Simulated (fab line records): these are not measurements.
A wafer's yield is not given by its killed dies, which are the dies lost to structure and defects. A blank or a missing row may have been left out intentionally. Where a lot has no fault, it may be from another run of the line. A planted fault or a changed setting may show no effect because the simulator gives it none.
Comparing a struck lot with a sound one / flow sky130 / 15 out of 708 route steps
Sound: these wafers, L547.1, L547.2, L547.3. Struck: wafer L564.5 (left out: L564.1, L564.2 of the same lot, which were not struck); the cause appears at the end.
Per side, at each step with rows, come the tool, then ch with its chambers, and then its first start. Under that, the readings that differ: sound wafers / struck wafers / difference of the means / sigmas: that difference in standard deviations of wafers without a fault.
alike: readings with means less than 2 such deviations apart, plus words and numbers identical on both sides. not compared: withheld readings, readings lacking a value on some wafer, bounds such as >300 that could conceal the same value, and numbers that have no deviation in the record and whose values overlap.
A row with sigmas, a row that says differs or no value, or rows on one side alone: a step with any of these is where the two part. Numbers that have no deviation but don't overlap get no sigmas and don't part them. A reading missing from all wafers of one side parts the sides only when that side holds two or more wafers.

first, 1 step without rows for these wafers: SKY_SONOS_TUNNEL_STRIP_11 (strips in SPM, time 600 s).
SKY_SONOS_TUNNEL_TW_MEAS_12:
  sound: film-metro-01 at day 11 14:54; struck: film-metro-03 at day 17 08:06
  alike: SONOS_TUNNEL_TW
then, 2 steps without rows for these wafers: SKY_SONOS_TUNNEL_CLEAN_13 (cleans in dHF, time 20 s); SKY_SONOS_ONO_OXIDATION_00 (stabilise 600 s, purge 300 s, target thk 2.6 nm).
SKY_SONOS_ONO_THK_MEAS_01:
  sound: film-metro-01 at day 11 16:46; struck: film-metro-02 at day 17 11:23
reading=SONOS_ONO_OXIDATION_THK (nm); sound=2.53 2.53 2.50; struck=2.66; difference=+0.14; sigmas=+2
then, 1 step without rows for these wafers: SKY_SONOS_ONO_CVD_02 (deposits Si3N4 from DCS/NH3, target thk 10.5 nm, time 180 s).
SKY_SONOS_ONO_THK_MEAS_03:
  sound: film-metro-01 at day 11 17:53; struck: film-metro-01 at day 17 15:29
  alike: SONOS_ONO_CVD_02_THK
then, 1 step without rows for these wafers: SKY_SONOS_ONO_CVD_04 (deposits SiO2 from SiH4/N2O, target thk 5.7199 nm).
SKY_SONOS_ONO_THK_MEAS_05:
  sound: film-metro-04 at day 11 19:11; struck: film-metro-04 at day 17 16:48
reading=SONOS_ONO_CVD_04_THK (nm); sound=5.84 5.96 5.90; struck=5.61; difference=-0.29; sigmas=-3
then, 3 steps without rows for these wafers: SKY_SONOS_ONO_DEHYDRATE_06 (time 60 s); SKY_SONOS_ONO_HMDS_07 (prime time 60 s); SKY_SONOS_ONO_COAT_08 (resist thk 1140 nm).
SKY_SONOS_ONO_SOFTBAKE_09: time 60 s.
  sound on litho-track-04 ch 0, day 12 07:01; struck on litho-track-03 ch 0, day 18 07:46
reading=heater-power-total-W (W); sound=56.55 56.63 56.62; struck=58.90; difference=+2.30; sigmas=+53
reading=run-length-s (s); sound=89.12 89.10 89.37; struck=82.72; difference=-6.48; sigmas=-43
then, 1 step without rows for these wafers: SKY_SONOS_ONO_EXPOSE_10 (exposes mask ONOM, target cd 410 nm).
-- record jumps: 32 days separate the struck wafers' starts on either side; left off in module SONOS_ONO, taken up again in module PAD_OPEN, whose first shown step is the route's number 708 --
SKY_PAD_OPEN_PROBE_99:
  record: rows for the struck wafers here (prober-02, day 50 05:28), none for the sound ones

## WHERE THEY PART
Last at SKY_PAD_OPEN_PROBE_99 as far as this record goes, first at SKY_SONOS_ONO_THK_MEAS_01.

WHY: whatever the simulator had introduced
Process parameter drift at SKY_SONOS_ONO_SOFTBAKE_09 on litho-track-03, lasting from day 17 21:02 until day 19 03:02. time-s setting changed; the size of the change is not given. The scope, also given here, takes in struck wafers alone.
